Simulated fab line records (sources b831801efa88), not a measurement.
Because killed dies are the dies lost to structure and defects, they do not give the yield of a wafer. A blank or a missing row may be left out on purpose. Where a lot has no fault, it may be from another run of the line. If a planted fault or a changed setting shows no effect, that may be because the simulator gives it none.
fab line records | flow gf180mcu
record: lots: 13 wafers: 39 lastDay: 34
route steps=602 shown NWELL@46 HV_LDD@184 M1@317
lots that met no fault: from a run of the same line without faults
startH: hours from the record's first day to the start of the lot's first wafer shown | waitH: time in hours since the lot's previous step | " unchanged from the row above | L1.1+2: a row that stands for several wafers | - no value present, or no start provided | * or withheld: withheld | < > ~ a bound
route shown NAME@n: a module of which the file shows steps, and the number in the route of the first | usual: the fault-free wafers' mean and standard deviation | same: alike in all rows | chamber/n: place in a boat | sites: each site's reading | _std_site: their standard deviation | _edge_site: inner sites' mean taken away from outer sites' mean | radiusMm: how far each site lies from the wafer's centre | mask NAME#n: copy n | behind: tool/chamber where the wafer was last shaped | hold: cause of the lot's hold/its duration in hours/its outcome | device: the transistor (n, p or np) that didn't switch | end of line: the tests these same wafers got at the end of their route | a step with no rows: only its recipe | killed: the dies lost at the first sort to structure and to defects; this is not the yield of the wafer | map: a wafer's dies, marking killed ones x, the rest . and places with no die _
set.NAME: the setting that was run; set.NAME@STEP: the one run at that earlier step | model.NAME: the simulator's own value behind a step, which no gauge read
a sample of lots followed through the steps of the route, with each step as a table and each wafer as a row
services: from which hour (startH, from the record's first day; less than 0 if before it) a tool's chamber was out of use, for how many hours, and why
== steps ==
step: GF_NWELL_EXPOSE_04
recipe: maskId: Nwell targetCdNm: 860 na: 0.6 sourceShape: conventional sigmaOuter: 0.6 doseMj: 260
columns lot.wafer tool chamber startH waitH mask
L495.1+3+5 ilineStepper-02 0 50.17 - Nwell#0
L496.1+2+6 ilineStepper-02 0 54.84 - Nwell#0
L497.1+3+4 ilineStepper-01 0 59.59 - Nwell#0
L498.1+3+4 ilineStepper-01 0 64.39 - Nwell#0
L499.3+5+6 ilineStepper-01 0 69.74 - Nwell#0
L500.2+3+4 ilineStepper-02 0 77.80 - Nwell#0
L501.2+4+6 ilineStepper-02 0 81.42 - Nwell#0
L502.2+4+5 ilineStepper-01 0 86.55 - Nwell#0
L503.3+4+6 ilineStepper-02 0 91.02 - Nwell#0
L506.2+3+4 ilineStepper-01 0 118.73 - DNWELL#0
L514.3+4+6 ilineStepper-01 0 151.29 - Nwell#0
L515.2+3+4 ilineStepper-01 0 156.56 - Nwell#0
L518.3+4+5 ilineStepper-02 0 179.31 - Nwell#0
step: GF_NWELL_OVL_MEAS_07
usual: NWELL_OVL: 0.2/1.7
columns lot.wafer tool chamber startH waitH NWELL_OVL[nm]
L495.1 overlay-02 - 56.26 - -1.4
L495.3 " - " " -1.5
L495.5 " - " " 0.8
L496.1 overlay-02 - 61.06 - 2.8
L496.2 " - " " 2.2
L496.6 " - " " 1.3
L497.1 overlay-01 - 65.91 - 0.3
L497.3 " - " " 0.8
L497.4 " - " " -0.3
L498.1 overlay-02 - 71.11 - 0.5
L498.3 " - " " 1.4
L498.4 " - " " 1.9
L499.3 overlay-01 - 76.11 - -1.7
L499.5 " - " " -3.2
L499.6 " - " " -0.9
L500.2 overlay-01 - 83.95 - 0.7
L500.3 " - " " 3.3
L500.4 " - " " 1.9
L501.2 overlay-01 - 88.02 - -0.1
L501.4 " - " " -0.6
L501.6 " - " " 0.5
L502.2 overlay-01 - 92.96 - 0.0
L502.4 " - " " -0.6
L502.5 " - " " -1.4
L503.3 overlay-01 - 97.21 - 2.3
L503.4 " - " " 0.6
L503.6 " - " " -2.2
L506.2 overlay-01 - 125.96 - -
L506.3 " - " " -
L506.4 " - " " -
L514.3 overlay-01 - 157.91 - -0.6
L514.4 " - " " 0.6
L514.6 " - " " -0.3
L515.2 overlay-01 - 164.66 - -2.2
L515.3 " - " " -0.4
L515.4 " - " " 0.2
L518.3 overlay-02 - 187.75 - 0.6
L518.4 " - " " -0.4
L518.5 " - " " -0.5
step: GF_NWELL_TW_MEAS_11
usual: NWELL_TW: 1584/8.3
columns lot.wafer tool chamber startH waitH NWELL_TW
L495.1 filmMetro-01 - 56.70 0.1 1597
L495.3 " - " " 1603
L495.5 " - " " 1603
L496.1 filmMetro-03 - 61.50 0.1 1579
L496.2 " - " " 1592
L496.6 " - " " 1584
L497.1 filmMetro-04 - 66.35 0.1 1584
L497.3 " - " " 1579
L497.4 " - " " 1587
L498.1 filmMetro-04 - 71.55 0.1 1590
L498.3 " - " " 1586
L498.4 " - " " 1593
L499.3 filmMetro-01 - 76.56 0.1 1590
L499.5 " - " " 1598
L499.6 " - " " 1591
L500.2 filmMetro-04 - 84.44 0.1 1574
L500.3 " - " " 1586
L500.4 " - " " 1581
L501.2 filmMetro-03 - 88.46 0.1 1598
L501.4 " - " " 1590
L501.6 " - " " 1592
L502.2 filmMetro-01 - 93.40 0.1 1596
L502.4 " - " " 1588
L502.5 " - " " 1583
L503.3 filmMetro-03 - 97.66 0.1 1576
L503.4 " - " " 1582
L503.6 " - " " 1580
L506.2 filmMetro-03 - 126.40 0.1 30
L506.3 " - " " 30
L506.4 " - " " 30
L514.3 filmMetro-01 - 158.36 0.1 1590
L514.4 " - " " 1587
L514.6 " - " " 1589
L515.2 filmMetro-04 - 165.10 0.1 1567
L515.3 " - " " 1574
L515.4 " - " " 1571
L518.3 filmMetro-01 - 188.22 0.1 1585
L518.4 " - " " 1589
L518.5 " - " " 1595
step: GF_HV_LDD_OVL_MEAS_08
usual: HV_LDD_OVL: 1.1/1.2
columns lot.wafer tool chamber startH waitH HV_LDD_OVL[nm]
L495.1 overlay-01 - 216.68 0.1 0.6
L495.3 " - " " 1.1
L495.5 " - " " 0.9
L496.1 overlay-02 - 220.98 0.1 2.4
L496.2 " - " " 0.4
L496.6 " - " " 1.4
L497.1 overlay-01 - 228.75 0.1 1.1
L497.3 " - " " 2.7
L497.4 " - " " 2.0
L498.1 overlay-01 - 235.71 0.1 1.7
L498.3 " - " " -2.5
L498.4 " - " " -0.5
L499.3 overlay-02 - 242.32 0.1 1.5
L499.5 " - " " 0.1
L499.6 " - " " 2.0
L500.2 overlay-02 - 248.66 0.1 2.5
L500.3 " - " " 3.3
L500.4 " - " " 3.4
L501.2 overlay-01 - 257.51 0.1 0.7
L501.4 " - " " 0.2
L501.6 " - " " 1.5
L502.2 overlay-02 - 268.26 0.1 1.0
L502.4 " - " " 0.9
L502.5 " - " " -0.7
L503.3 overlay-01 - 268.57 0.1 -0.9
L503.4 " - " " -0.7
L503.6 " - " " 0.5
L506.2 overlay-01 - 306.76 0.1 0.2
L506.3 " - " " 1.9
L506.4 " - " " -1.9
L514.3 overlay-01 - 356.47 0.1 0.6
L514.4 " - " " -0.2
L514.6 " - " " -0.1
L515.2 overlay-01 - 362.21 0.1 3.4
L515.3 " - " " 3.2
L515.4 " - " " 2.5
L518.3 overlay-02 - 392.36 0.1 0.7
L518.4 " - " " 1.1
L518.5 " - " " 1.0
step: GF_M1_SPUTTER_02
recipe: material: AlCu targetThkNm: 450 powerW: 10600 timeS: 23.9 chamberPressurePa: 0.4
usual: throttleValvePct: 30.1/1.3
columns lot.wafer tool chamber startH waitH throttleValvePct
L495.1 pvdSputter-01 - 363.67 0.0 29.0
L495.3 " - " " 29.9
L495.5 " - " " 27.3
L496.1 pvdSputter-03 - 366.96 0.0 28.4
L496.2 " - " " 30.5
L496.6 " - " " 28.4
L497.1 pvdSputter-02 - 377.97 0.0 29.1
L497.3 " - " " 30.3
L497.4 " - " " 31.0
L498.1 pvdSputter-03 - 387.66 0.0 28.6
L498.3 " - " " 30.0
L498.4 " - " " 30.6
L499.3 pvdSputter-01 - 394.66 0.0 29.9
L499.5 " - " " 27.7
L499.6 " - " " 29.8
L500.2 pvdSputter-03 - 401.06 0.0 30.6
L500.3 " - " " 28.6
L500.4 " - " " 32.2
L501.2 pvdSputter-01 - 412.75 0.0 30.6
L501.4 " - " " 29.1
L501.6 " - " " 27.0
L502.2 pvdSputter-02 - 427.16 0.0 31.9
L502.4 " - " " 29.3
L502.5 " - " " 30.8
L503.3 pvdSputter-01 - 428.05 0.0 29.8
L503.4 " - " " 28.6
L503.6 " - " " 30.5
L506.2 pvdSputter-03 - 472.34 0.0 30.5
L506.3 " - " " 28.5
L506.4 " - " " 30.0
L514.3 pvdSputter-03 - 528.39 0.0 28.5
L514.4 " - " " 30.1
L514.6 " - " " 32.4
L515.2 pvdSputter-02 - 533.59 0.0 30.5
L515.3 " - " " 29.0
L515.4 " - " " 32.0
L518.3 pvdSputter-02 - 563.83 0.0 30.9
L518.4 " - " " 30.3
L518.5 " - " " 31.2
step: GF_M1_THK_MEAS_06
recipe: thkMeasGauge: xrf reads: AlCu_of_M1_SPUTTER_02
usual: M1_ALCU_THK: 448/6
columns lot.wafer tool chamber startH waitH M1_ALCU_THK[nm]
L495.1 filmMetro-02 - 363.88 0.1 442
L495.3 " - " " 450
L495.5 " - " " 446
L496.1 filmMetro-02 - 367.17 0.1 444
L496.2 " - " " 452
L496.6 " - " " 448
L497.1 filmMetro-02 - 378.18 0.1 450
L497.3 " - " " 447
L497.4 " - " " 453
L498.1 filmMetro-04 - 387.87 0.1 454
L498.3 " - " " 453
L498.4 " - " " 466
L499.3 filmMetro-02 - 394.89 0.1 447
L499.5 " - " " 444
L499.6 " - " " 447
L500.2 filmMetro-03 - 401.28 0.1 457
L500.3 " - " " 456
L500.4 " - " " 463
L501.2 filmMetro-03 - 412.97 0.1 447
L501.4 " - " " 446
L501.6 " - " " 448
L502.2 filmMetro-04 - 427.38 0.1 443
L502.4 " - " " 449
L502.5 " - " " 449
L503.3 filmMetro-02 - 428.28 0.1 448
L503.4 " - " " 444
L503.6 " - " " 450
L506.2 filmMetro-04 - 472.56 0.1 447
L506.3 " - " " 446
L506.4 " - " " 437
L514.3 filmMetro-04 - 528.62 0.1 453
L514.4 " - " " 449
L514.6 " - " " 455
L515.2 filmMetro-02 - 533.81 0.1 453
L515.3 " - " " 453
L515.4 " - " " 447
L518.3 filmMetro-04 - 564.06 0.1 456
L518.4 " - " " 447
L518.5 " - " " 453
== services ==
columns tool chamber startH hours kind
pvdSputter-02 1 41.47 - consumableReplace:kit
pvdSputter-03 - 46.63 1.5 repair
pvdSputter-03 - 87.60 2.8 repair
pvdSputter-03 - 88.69 1.8 repair
ilineStepper-01 - 157.40 1.7 pm
pvdSputter-03 3 163.77 - consumableReplace:kit
pvdSputter-03 3 163.77 18.0 scheduledDown
pvdSputter-03 3 163.77 18.0 ventCycle
pvdSputter-02 - 214.53 9.2 repair
pvdSputter-03 - 217.35 1.5 repair
ilineStepper-01 - 225.42 6.3 repair
ilineStepper-02 - 231.75 1.7 pm
pvdSputter-02 - 303.90 2.3 repair
pvdSputter-03 - 312.63 3.2 repair
pvdSputter-01 - 372.07 4.0 repair
ilineStepper-01 - 375.58 1.7 pm
ilineStepper-02 - 392.69 2.1 pm
ilineStepper-02 - 394.78 - consumableReplace:lamp
ilineStepper-01 - 417.81 7.9 repair
pvdSputter-03 - 426.13 11.6 repair
pvdSputter-02 - 427.86 6.2 repair
ilineStepper-02 - 449.00 1.7 pm
ilineStepper-01 - 488.31 3.9 repair
ilineStepper-02 - 551.55 3.1 repair
== key ==
firstSign: step: GF_NWELL_EXPOSE_04 reading: mask direction: changed
effect: step: GF_NWELL_OVL_MEAS_07 reading: NWELL_OVL direction: missing
effect: step: GF_NWELL_TW_MEAS_11 reading: NWELL_TW direction: down sigmas: 99+ usual: 1584 struck: 30
metAt GF_NWELL_EXPOSE_04
struckLots L506
sortLeftOut L506.2,L506.3,L506.4
testerLeftOut L506
notActingAt GF_HV_LDD_OVL_MEAS_08,GF_M1_SPUTTER_02,GF_M1_THK_MEAS_06
onsetBetween 86.55 118.73
fault: kind: wrongMask tool: any chamber: - onsetH: 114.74 steps: GF_NWELL_EXPOSE_04 auxCopy: DNWELL#0 scope: struckLotsOnly
testerLeftOut: of these lots the tester's yield and bins aren't shown, on N5 and GAA mostly nor the transistor test; their killed dies are dies lost to structure and defects alone, not to doping, threshold or leakage, so they don't give the yield
sortLeftOut: the simulated sort isn't trusted on such a fault, so these wafers' sort isn't shown, and their yield isn't known
